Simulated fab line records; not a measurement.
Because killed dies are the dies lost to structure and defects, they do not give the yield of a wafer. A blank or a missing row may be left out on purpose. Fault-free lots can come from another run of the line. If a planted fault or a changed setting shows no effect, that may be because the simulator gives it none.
Shared-tool check -- flow sky130 -- Lots sampled 12, wafers sampled 42

## WHY IT WAS OPENED
Of 12 lots, 2 have the reading PWDE_TW flagged at SKY_PWDE_TW_MEAS_10. No-fault wafers: 375, standard deviation 3.4.
Rule: a lot is flagged when every wafer of it that has a number lies more than 4 standard deviations from that mean, or none has a number. The other lots count as sound.

lot,measured,on,"PWDE_TW, wafer by wafer",flag
L801,day 3 18:26,film metro-03,372 371 371,
L804,day 4 14:36,film metro-04,378 378 376,
L807,day 5 09:30,film metro-01,376 375 375,
L808,day 5 17:25,film metro-01,1145 1139 1141 1137 1128 1142,FLAGGED
L809,day 5 17:39,film metro-03,1116 1123 1126 1116 1118 1116,FLAGGED
L811,day 6 03:26,film metro-01,377 376 377,
L818,day 7 20:43,film metro-03,372 370 371,
L819,day 7 23:52,film metro-01,375 376 375,
L820,day 8 07:34,film metro-04,379 379 378,
L821,day 8 14:11,film metro-03,372 371 372,
L822,day 8 22:07,film metro-03,371 370 370,
L824,day 9 05:15,film metro-01,378 380 379,
Averaged over the flagged lots the numbers come to 1129, +754 from the usual (+99 or more standard deviations).

## TOOL THAT RAN EACH LOT
The record holds 1 process step before the reading, out of a route of 708 steps. Cell contents, in order: the tool; ch with the chambers the sampled wafers went through; the start.
lot,flag,SKY_DNWELL_COAT_02
L801,,"litho track-01 ch 0, day 2 18:48"
L804,,"litho track-01 ch 0, day 3 13:53"
L807,,"litho track-02 ch 0, day 4 07:02"
L808,FLAGGED,"litho track-03, day 4 14:26"
L809,FLAGGED,"litho track-01, day 4 14:38"
L811,,"litho track-03 ch 0, day 5 00:19"
L818,,"litho track-02 ch 0, day 6 14:19"
L819,,"litho track-03 ch 0, day 6 17:26"
L820,,"litho track-03 ch 0, day 6 23:43"
L821,,"litho track-01 ch 0, day 7 06:21"
L822,,"litho track-03 ch 0, day 7 13:28"
L824,,"litho track-03 ch 0, day 7 19:38"
What these steps do:
- SKY_DNWELL_COAT_02: resist thk 3000 nm.
- SKY_PWDE_TW_MEAS_10

## FLAGGED AGAINST TOTAL, ONE TOOL AT A TIME (gauges that did the reading follow at the end)
step,tool,lots run,flagged,share of the flagged lots,sound lots run after its first flagged lot
SKY_DNWELL_COAT_02,litho track-01,4,1,some,1 (L821)
SKY_DNWELL_COAT_02,litho track-02,2,0,none,-
SKY_DNWELL_COAT_02,litho track-03,6,1,some,"5 (L811,L819,L820,L822,L824)"
SKY_PWDE_TW_MEAS_10,film metro-01,5,1,some,"3 (L811,L819,L824)"
SKY_PWDE_TW_MEAS_10,film metro-03,5,1,some,"3 (L818,L821,L822)"
SKY_PWDE_TW_MEAS_10,film metro-04,2,0,none,-

## WHAT THE TABLE ALLOWS
No row of the table ran every flagged lot.

## WHAT HAD BEEN PUT IN BY THE SIMULATOR
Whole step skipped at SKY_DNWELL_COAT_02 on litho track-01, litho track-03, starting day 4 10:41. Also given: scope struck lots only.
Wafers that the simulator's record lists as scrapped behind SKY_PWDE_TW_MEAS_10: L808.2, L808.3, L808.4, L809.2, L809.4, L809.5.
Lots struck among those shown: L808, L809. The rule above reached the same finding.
